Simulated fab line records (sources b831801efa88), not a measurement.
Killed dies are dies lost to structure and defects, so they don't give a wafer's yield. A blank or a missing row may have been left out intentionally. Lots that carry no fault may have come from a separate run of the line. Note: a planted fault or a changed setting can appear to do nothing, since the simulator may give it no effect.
Matching of chambers || flow sky130 || 4 sister chambers for SKY_CONTACT_CMP_04 on cmp-01
The step polishes SiO2. 8 wafers are shown with their chamber, then 12 later ones without.

WAFERS, EACH WITH ITS CHAMBER
{"wafer": "L088.6", "chamber": 3, "motor_current_A (A)": 12.7, "time_to_endpoint_s (s)": 84}
{"wafer": "L089.3", "chamber": 0, "motor_current_A (A)": 11.1, "time_to_endpoint_s (s)": 86}
{"wafer": "L089.5", "chamber": 3, "motor_current_A (A)": 12.1, "time_to_endpoint_s (s)": 84}
{"wafer": "L090.2", "chamber": 2, "motor_current_A (A)": 10.6, "time_to_endpoint_s (s)": 91}
{"wafer": "L090.4", "chamber": 0, "motor_current_A (A)": 11.8, "time_to_endpoint_s (s)": 86}
{"wafer": "L092.1", "chamber": 2, "motor_current_A (A)": 11.1, "time_to_endpoint_s (s)": 81}
{"wafer": "L092.2", "chamber": 1, "motor_current_A (A)": 13.8, "time_to_endpoint_s (s)": 77}
{"wafer": "L092.6", "chamber": 1, "motor_current_A (A)": 13.2, "time_to_endpoint_s (s)": 80}

WAFERS MISSING THEIR CHAMBER
{"wafer": "L093.3", "motor_current_A (A)": 11.8, "time_to_endpoint_s (s)": 85}
{"wafer": "L093.4", "motor_current_A (A)": 13.9, "time_to_endpoint_s (s)": 85}
{"wafer": "L093.5", "motor_current_A (A)": 11.9, "time_to_endpoint_s (s)": 86}
{"wafer": "L095.1", "motor_current_A (A)": 12.3, "time_to_endpoint_s (s)": 78}
{"wafer": "L095.2", "motor_current_A (A)": 11.3, "time_to_endpoint_s (s)": 87}
{"wafer": "L095.5", "motor_current_A (A)": 11.7, "time_to_endpoint_s (s)": 86}
{"wafer": "L096.2", "motor_current_A (A)": 10.8, "time_to_endpoint_s (s)": 81}
{"wafer": "L096.5", "motor_current_A (A)": 11.3, "time_to_endpoint_s (s)": 82}
{"wafer": "L096.6", "motor_current_A (A)": 13.2, "time_to_endpoint_s (s)": 77}
{"wafer": "L097.1", "motor_current_A (A)": 11.0, "time_to_endpoint_s (s)": 84}
{"wafer": "L097.2", "motor_current_A (A)": 10.8, "time_to_endpoint_s (s)": 91}
{"wafer": "L097.6", "motor_current_A (A)": 13.4, "time_to_endpoint_s (s)": 77}

WHICH CHAMBER EACH ONE RAN IN
{"wafer": "L093.3", "from the rows above": "can't be placed: 0 or 3 or 2", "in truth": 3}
{"wafer": "L093.4", "from the rows above": "can't be placed: 1 or 3", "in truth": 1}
{"wafer": "L093.5", "from the rows above": "can't be placed: 0 or 3 or 2", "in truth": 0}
{"wafer": "L095.1", "from the rows above": "can't be placed: 3 or 1 or 0", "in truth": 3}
{"wafer": "L095.2", "from the rows above": "can't be placed: 0 or 2", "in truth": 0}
{"wafer": "L095.5", "from the rows above": "can't be placed: 0 or 3 or 2", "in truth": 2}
{"wafer": "L096.2", "from the rows above": "can't be placed: 2 or 0", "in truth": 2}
{"wafer": "L096.5", "from the rows above": "can't be placed: 0 or 2 or 3", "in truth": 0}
{"wafer": "L096.6", "from the rows above": "can't be placed: 1 or 3", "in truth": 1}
{"wafer": "L097.1", "from the rows above": "can't be placed: 2 or 0", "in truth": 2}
{"wafer": "L097.2", "from the rows above": "can't be placed: 2 or 0", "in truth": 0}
{"wafer": "L097.6", "from the rows above": 1, "in truth": 1}
Placed correctly: 1 of 12. Cannot be placed on the basis of these rows: 11; the candidates contain the true chamber in 11. Number placed wrongly: 0.
How it was worked out, from the rows above alone: a wafer's distance from a chamber is the root of the sum, over the readings, of the square of ((its reading less the chamber's mean) divided by the reading's scatter). If the next closest chamber is less than 2 further off than the closest, the wafer can't be placed; otherwise it belongs to the closest. For every chamber, the mean is computed from those of its wafers that are shown. How the scatter is found: for the shown wafers, subtract from each reading the mean of its chamber, square and add these, divide the total by (wafers less chambers), then take the root.
